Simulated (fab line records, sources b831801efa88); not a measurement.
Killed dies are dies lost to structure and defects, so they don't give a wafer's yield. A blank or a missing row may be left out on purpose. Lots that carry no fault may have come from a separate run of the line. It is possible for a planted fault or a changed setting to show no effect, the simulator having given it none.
fab line records	flow sky130
record: lots: 11	wafers: 33	last-day: 50
route steps=708 shown VIA3@588 VIA4@639 PAD_OPEN@708
lots untouched by any fault: they come from a run of this same line in which no faults occurred
start-h: hours from the record's opening day to when the first of the lot's shown wafers began	wait-h: how many hours have passed since the lot's step before this one	" unchanged from the row above	L1.1+2: a single row standing in for several wafers	- no value, or no start was given	* or withheld: withheld	< > ~ a bound
route shown NAME@n: a module of which the file shows steps, and the number in the route of the first	usual: mean/standard deviation taken from wafers without a fault	same: alike in all rows	chamber/n: place in a boat	sites: per-site readings	_std_site: standard deviation across them	_edge_site: outer sites' mean less inner sites'	radius-mm: how far each site lies from the wafer's centre	mask NAME#n: copy n	behind: tool/chamber where the wafer was last shaped	hold: cause of the lot's hold/its duration in hours/its outcome	device: names the non-switching transistor (n, p or np)	end of line: the tests these same wafers got at the end of their route	a step given without rows: its recipe and nothing more	killed: the dies lost at the first sort to structure and to defects; this is not the yield of the wafer	map: a wafer's dies, x killed, . not, _ none there
set.NAME: the setting the step ran with; set.NAME@STEP: the setting that earlier step ran with	model.NAME: the simulator's own value behind a step, which no gauge read
steps of the route over a sample of lots; a table a step, a row a wafer
services: the hour from which a tool's chamber was out of use, counted from the record's first day as start-h (under 0 if before that day), plus the number of hours and why
== steps ==
step: SKY_VIA3_ETCH_15
recipe: target: SiO2	chemistry: C4F8/O2/Ar	target-depth-nm: 507	stop-on: TiN	mask-material: KrF-thick	source-w: 1500	bias-w: 1200	pressure-mtorr: 40	c4f8-flow-sccm: withheld	O2_flow_sccm: 6	Ar_flow_sccm: 300	time-s: 78
usual: oes-product-au: 0.947/0.0048
lot.wafer	tool	chamber	start-h	wait-h	oes-product-au	rf-hours-counter-h
L379.3	rie-diel-02	2	941.39	0.0	0.941	6
L379.4	"	1	"	"	0.947	8
L379.6	"	2	"	"	0.940	-
L380.1	rie-diel-03	3	941.49	0.0	0.958	23
L380.3	"	1	"	"	0.943	13
L380.5	"	2	"	"	0.943	-
L382.1	rie-diel-02	0	953.17	0.0	0.946	13
L382.2	"	2	"	"	0.943	6
L382.4	"	1	"	"	0.949	8
L384.1	rie-diel-02	1	983.29	0.0	0.951	9
L384.2	"	0	"	"	0.941	14
L384.5	"	2	"	"	0.948	-
L385.1	rie-diel-03	0	984.99	0.0	0.955	18
L385.3	"	3	"	"	0.956	24
L385.4	"	1	"	"	0.950	-
L386.1	rie-diel-02	0	986.02	0.0	0.946	14
L386.2	"	2	"	"	0.952	7
L386.3	"	1	"	"	0.953	9
L389.2	rie-diel-03	0	1006.29	0.0	0.944	20
L389.5	"	0	"	"	0.938	-
L389.6	"	3	"	"	0.941	-
L391.2	rie-diel-01	0	1020.19	0.0	0.937	17
L391.3	"	3	"	"	0.947	12
L391.6	"	0	"	"	0.955	-
L390.1	rie-diel-01	1	1021.87	0.0	0.941	20
L390.2	"	2	"	"	0.949	18
L390.4	"	3	"	"	0.942	12
L396.1	rie-diel-03	1	1061.92	0.0	0.945	18
L396.4	"	0	"	"	0.949	21
L396.6	"	1	"	"	0.944	-
L402.2	rie-diel-03	0	1082.14	0.0	0.945	22
L402.3	"	3	"	"	0.937	27
L402.5	"	3	"	"	0.951	-
step: SKY_VIA3_CVD_21
recipe: material: W	target-thk-nm: 390	time-s: 117.31	temp-c: 400	pressure-torr: 40
usual: heater-power-w: 948/42
lot.wafer	tool	chamber	start-h	wait-h	heater-power-w
L379.3	cvd-w-02	0	942.14	0.1	948
L379.4	"	1	"	"	986
L379.6	"	1	"	"	989
L380.1	cvd-w-02	0	942.27	0.0	942
L380.3	"	1	"	"	978
L380.5	"	0	"	"	942
L382.1	cvd-w-02	0	954.32	0.0	960
L382.2	"	1	"	"	1026
L382.4	"	1	"	"	982
L384.1	cvd-w-01	1	984.06	0.0	891
L384.2	"	0	"	"	947
L384.5	"	0	"	"	962
L385.1	cvd-w-01	0	985.85	0.0	953
L385.3	"	1	"	"	878
L385.4	"	0	"	"	969
L386.1	cvd-w-02	0	986.79	0.0	941
L386.2	"	1	"	"	976
L386.3	"	0	"	"	958
L389.2	cvd-w-02	1	1007.35	0.0	994
L389.5	"	1	"	"	986
L389.6	"	0	"	"	947
L391.2	cvd-w-01	1	1020.90	0.0	877
L391.3	"	1	"	"	864
L391.6	"	1	"	"	888
L390.1	cvd-w-01	1	1022.67	0.0	858
L390.2	"	0	"	"	958
L390.4	"	0	"	"	997
L396.1	cvd-w-01	0	1062.64	0.0	952
L396.4	"	1	"	"	861
L396.6	"	0	"	"	957
L402.2	cvd-w-01	0	1083.34	0.0	996
L402.3	"	0	"	"	941
L402.5	"	0	"	"	944
step: SKY_VIA4_HDPCVD_00
recipe: material: SiO2	target-thk-nm: 1750	sigma-open-frac: 0.3	time-s: 291.7	temp-c: 400	sih4-flow-sccm: 60	pressure-mtorr: 6
usual: pressure-mtorr: 6.000/0.012	sih4-flow-sccm: 60.01/0.16
lot.wafer	tool	chamber	start-h	wait-h	pressure-mtorr	sih4-flow-sccm
L379.3	hdpcvd-01	2	993.36	0.0	6.007	60.01
L379.4	"	1	"	"	5.994	60.10
L379.6	"	0	"	"	6.000	59.80
L380.1	hdpcvd-01	2	994.65	0.0	6.011	59.98
L380.3	"	0	"	"	6.010	60.05
L380.5	"	2	"	"	6.022	59.90
L382.1	hdpcvd-02	1	1004.53	0.0	6.007	60.13
L382.2	"	2	"	"	6.025	60.13
L382.4	"	1	"	"	6.004	60.11
L384.1	hdpcvd-01	0	1033.18	0.0	6.002	59.89
L384.2	"	1	"	"	6.011	60.29
L384.5	"	1	"	"	6.015	60.00
L385.1	hdpcvd-02	1	1035.95	0.0	5.992	59.84
L385.3	"	2	"	"	5.993	60.06
L385.4	"	2	"	"	6.008	60.30
L386.1	hdpcvd-02	1	1037.07	0.0	6.010	60.13
L386.2	"	2	"	"	5.983	60.07
L386.3	"	0	"	"	6.008	59.96
L389.2	hdpcvd-02	2	1054.07	0.0	5.998	60.10
L389.5	"	2	"	"	5.986	60.17
L389.6	"	0	"	"	6.004	60.18
L391.2	hdpcvd-02	1	1067.72	0.0	6.005	59.81
L391.3	"	0	"	"	5.985	60.01
L391.6	"	0	"	"	5.979	60.23
L390.1	hdpcvd-02	1	1069.77	0.0	6.007	60.15
L390.2	"	2	"	"	6.001	59.94
L390.4	"	1	"	"	6.008	60.13
L396.1	hdpcvd-02	2	1107.10	0.0	5.989	60.19
L396.4	"	2	"	"	6.004	59.98
L396.6	"	0	"	"	6.001	48.11
L402.2	hdpcvd-01	0	1126.13	0.0	6.003	60.12
L402.3	"	1	"	"	6.011	59.79
L402.5	"	0	"	"	6.030	60.26
step: SKY_VIA4_THK_MEAS_01
recipe: reads: SiO2_of_VIA4_HDPCVD_00
usual: VIA4_HDPCVD_THK: 1750/21
lot.wafer	tool	chamber	start-h	wait-h	VIA4_HDPCVD_THK[nm]
L379.3	film-metro-01	-	993.56	0.1	1773
L379.4	"	-	"	"	1724
L379.6	"	-	"	"	1768
L380.1	film-metro-03	-	994.82	0.1	1769
L380.3	"	-	"	"	1786
L380.5	"	-	"	"	1780
L382.1	film-metro-01	-	1004.71	0.1	1727
L382.2	"	-	"	"	1728
L382.4	"	-	"	"	1723
L384.1	film-metro-03	-	1033.36	0.1	1749
L384.2	"	-	"	"	1744
L384.5	"	-	"	"	1751
L385.1	film-metro-03	-	1036.13	0.1	1739
L385.3	"	-	"	"	1748
L385.4	"	-	"	"	1756
L386.1	film-metro-03	-	1037.25	0.1	1723
L386.2	"	-	"	"	1742
L386.3	"	-	"	"	1747
L389.2	film-metro-03	-	1054.26	0.1	1737
L389.5	"	-	"	"	1768
L389.6	"	-	"	"	1759
L391.2	film-metro-01	-	1068.18	0.4	1746
L391.3	"	-	"	"	1760
L391.6	"	-	"	"	1783
L390.1	film-metro-02	-	1070.05	0.2	1753
L390.2	"	-	"	"	1808
L390.4	"	-	"	"	1771
L396.1	film-metro-01	-	1107.28	0.1	1753
L396.4	"	-	"	"	1722
L396.6	"	-	"	"	1424
L402.2	film-metro-01	-	1126.32	0.1	1743
L402.3	"	-	"	"	1704
L402.5	"	-	"	"	1732
step: SKY_VIA4_STRIP_13
recipe: chemistry: O2/N2	power-w: 1400	pressure-mtorr: 1500	platen-temp-c: withheld	o2-flow-sccm: 3000	n2-flow-sccm: 300	overash-fraction: 0.5
usual: drypump-motor-current-A: 5.6/0.55	oes-product-au: 0.710/0.0045	strip-time-to-endpoint-s: 12.80/0.037
lot.wafer	tool	chamber	start-h	wait-h	drypump-motor-current-A	oes-product-au	rf-hours-counter-h	strip-time-to-endpoint-s
L379.3	plasma-asher-01	0	1016.87	-	5.2	0.711	-	12.78
L379.4	"	1	"	"	4.8	0.711	-	12.79
L379.6	"	0	"	"	5.2	0.710	-	12.80
L380.1	plasma-asher-04	1	1018.50	-	5.8	0.708	89	12.74
L380.3	"	1	"	"	5.8	0.715	-	12.78
L380.5	"	1	"	"	5.8	0.703	-	12.78
L382.1	plasma-asher-03	1	1027.83	-	5.3	0.715	27	12.83
L382.2	"	0	"	"	5.5	0.700	27	12.86
L382.4	"	1	"	"	5.4	0.709	-	12.81
L384.1	plasma-asher-04	1	1054.60	-	5.9	0.706	92	12.80
L384.2	"	0	"	"	6.6	0.707	92	12.83
L384.5	"	1	"	"	5.8	0.715	-	12.80
L385.1	plasma-asher-04	0	1058.22	-	6.6	0.713	93	12.76
L385.3	"	0	"	"	6.6	0.712	-	12.81
L385.4	"	1	"	"	5.8	0.711	-	12.77
L386.1	plasma-asher-03	1	1060.27	-	5.3	0.714	30	12.87
L386.2	"	0	"	"	5.5	0.701	30	12.81
L386.3	"	1	"	"	5.4	0.713	-	12.87
L389.2	plasma-asher-01	1	1075.05	-	4.8	0.711	1	12.78
L389.5	"	0	"	"	5.3	0.711	-	12.80
L389.6	"	1	"	"	4.8	0.711	-	12.83
L391.2	plasma-asher-01	1	1089.99	-	4.8	0.715	2	12.79
L391.3	"	0	"	"	5.2	0.704	-	12.82
L391.6	"	0	"	"	5.2	0.707	-	12.77
L390.1	plasma-asher-03	0	1091.79	-	5.5	0.713	33	12.82
L390.2	"	1	"	"	5.3	0.711	33	12.90
L390.4	"	1	"	"	5.4	0.706	-	12.82
L396.1	plasma-asher-01	0	1127.55	-	5.2	0.709	6	12.79
L396.4	"	0	"	"	5.2	0.710	-	12.80
L396.6	"	0	"	"	5.2	0.718	-	12.83
L402.2	plasma-asher-01	1	1145.94	-	4.8	0.708	7	12.77
L402.3	"	0	"	"	5.2	0.713	-	12.79
L402.5	"	0	"	"	5.2	0.710	-	12.76
step: SKY_PAD_OPEN_PROBE_99
usual: defect-limited-yield: 82.8/1.8	killed_at_M0_to_M3: 42/5.8	killed_at_M4_up: 3.0/2	killed-at-contacts: 24/5.5	killed-at-front-end: 15/3.9	killed-at-other: 0.3/0.54	killed-dies: 85/8.8	killed-open: 47/6.8	killed-short: 38/5.9	sort_bin_3_pad_short: 0.9/0.41	sort_bin_5_function: 10.1/1.4	sort_bin_6_memory: 6.2/1.2	sort-n-pass: 407/8.8	sort-yield-pct: 82.8/1.8
same: gross-dies: 492	killed-at-back-side: 0	sort_bin_4_leakage[%]: 0	sort_bin_8_speed[%]: 0
lot.wafer	tool	chamber	start-h	wait-h	defect-limited-yield[%]	killed_at_M0_to_M3	killed_at_M4_up	killed-at-contacts	killed-at-front-end	killed-at-other	killed-dies	killed-open	killed-short	sort_bin_3_pad_short[%]	sort_bin_5_function[%]	sort_bin_6_memory[%]	sort-n-pass	sort-yield-pct[%]
L384.1	prober-02	-	1120.33	0.1	82.5	42	2	26	16	0	86	41	45	2.0	10.2	5.3	406	82.5
L384.2	prober-02	-	1120.38	0.1	84.3	36	2	24	15	0	77	46	31	0.8	8.9	5.9	415	84.3
L384.5	prober-02	-	1120.53	0.2	84.1	43	3	18	13	1	78	38	39	0.4	9.1	6.3	414	84.1
L396.1	prober-01	-	1185.07	0.1	82.5	43	5	30	8	0	86	46	40	1.0	9.1	7.3	406	82.5
L396.4	prober-01	-	1185.22	0.2	82.5	41	3	27	14	1	86	55	31	0.8	10.6	6.1	406	82.5
L396.6	prober-01	-	1185.32	0.2	84.8	37	2	15	19	2	75	28	44	0.8	10.0	4.5	417	84.8
killed by level:class
L384.1 CONTACT:geometric-particle:open=13 VIA2:geometric-particle:open=7 METAL2:geometric-particle:short=6 VIA3:geometric-particle:open=6 FIELD_ISO:geometric-particle:short=5 POLY_GATE:geometric-particle:short=5 CONTACT:geometric-particle:short=5 VIA2:geometric-particle:short=5
L384.2 CONTACT:geometric-particle:open=9 VIA2:geometric-particle:open=7 METAL2:geometric-particle:short=6 LI_CONTACT:geometric-particle:open=6 VIA1:geometric-particle:open=6 METAL3:geometric-particle:short=5 VIA3:geometric-particle:open=5 LI_CONTACT:geometric-particle:short=4
L384.5 CONTACT:geometric-particle:open=10 VIA1:geometric-particle:open=9 METAL2:geometric-particle:short=7 VIA2:geometric-particle:short=6 VIA3:geometric-particle:open=5 FIELD_ISO:geometric-particle:short=4 METAL1:geometric-particle:short=4 VIA1:geometric-particle:short=4
L396.1 VIA3:geometric-particle:open=10 LOCAL_INTERCONNECT:geometric-particle:short=9 VIA1:geometric-particle:open=9 VIA2:geometric-particle:open=7 LI_CONTACT:geometric-particle:open=6 CONTACT:geometric-particle:open=5 METAL1:geometric-particle:short=5 LI_CONTACT:geometric-particle:short=4
L396.4 CONTACT:geometric-particle:open=14 VIA1:geometric-particle:open=13 VIA2:geometric-particle:open=8 LI_CONTACT:geometric-particle:open=6 FIELD_ISO:geometric-particle:short=5 VIA1:geometric-particle:short=5 METAL2:geometric-particle:short=5 LOCAL_INTERCONNECT:geometric-particle:short=4
L396.6 CONTACT:geometric-particle:short=7 METAL1:geometric-particle:short=6 VIA1:geometric-particle:open=6 FIELD_ISO:geometric-particle:short=5 VIA3:geometric-particle:short=5 METAL3:geometric-particle:short=5 POLY_GATE:geometric-particle:open=3 VIA2:geometric-particle:open=3
== services ==
tool	chamber	start-h	hours	kind
rie-diel-01	0	932.75	5.9	repair
cvd-w-01	-	933.70	14.6	pm
hdpcvd-02	-	950.09	14.6	pm
cvd-w-01	-	954.96	0.6	repair
hdpcvd-02	-	964.69	15.0	pm
hdpcvd-02	0	964.69	15.0	vent-cycle
plasma-asher-03	-	965.27	1.7	repair
plasma-asher-03	-	967.27	1.2	repair
rie-diel-01	-	967.71	2.7	repair
rie-diel-03	2	982.43	9.2	repair
hdpcvd-02	-	986.42	2.8	pm
cvd-w-01	-	986.74	2.8	pm
plasma-asher-04	-	993.41	2.8	pm
plasma-asher-03	-	1047.32	3.5	repair
plasma-asher-01	-	1055.25	9.0	pm
hdpcvd-01	-	1061.12	6.0	pm
plasma-asher-01	-	1064.17	3.8	repair
rie-diel-01	0	1064.98	8.0	repair
rie-diel-02	-	1082.54	0.7	repair
hdpcvd-02	1	1088.41	8.2	repair
rie-diel-01	1	1096.45	5.3	repair
hdpcvd-02	-	1097.50	0.2	repair
cvd-w-02	-	1108.56	2.0	repair
hdpcvd-01	-	1119.88	5.5	pm
== key ==
first-sign: step: SKY_VIA4_HDPCVD_00	reading: sih4-flow-sccm	direction: down	sigmas: 73	usual: 60.01	struck: 48.11
effect: step: SKY_VIA4_THK_MEAS_01	reading: VIA4_HDPCVD_THK	direction: down	sigmas: 15	usual: 1750	struck: 1424
met-at SKY_VIA4_HDPCVD_00
struck-lots L396
struck-wafers L396.6
not-acting-at SKY_VIA3_ETCH_15,SKY_VIA3_CVD_21,SKY_VIA4_STRIP_13
onset-between 1067.72 1107.10
fault: kind: process-parameter-drift	tool: hdpcvd-02	chamber: 0	onset-h: 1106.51	steps: SKY_VIA4_HDPCVD_00	channel: sih4-flow-sccm	offset: -12	shape: step	end-h: 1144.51	acts-in: these-recipes-only	stated: 60
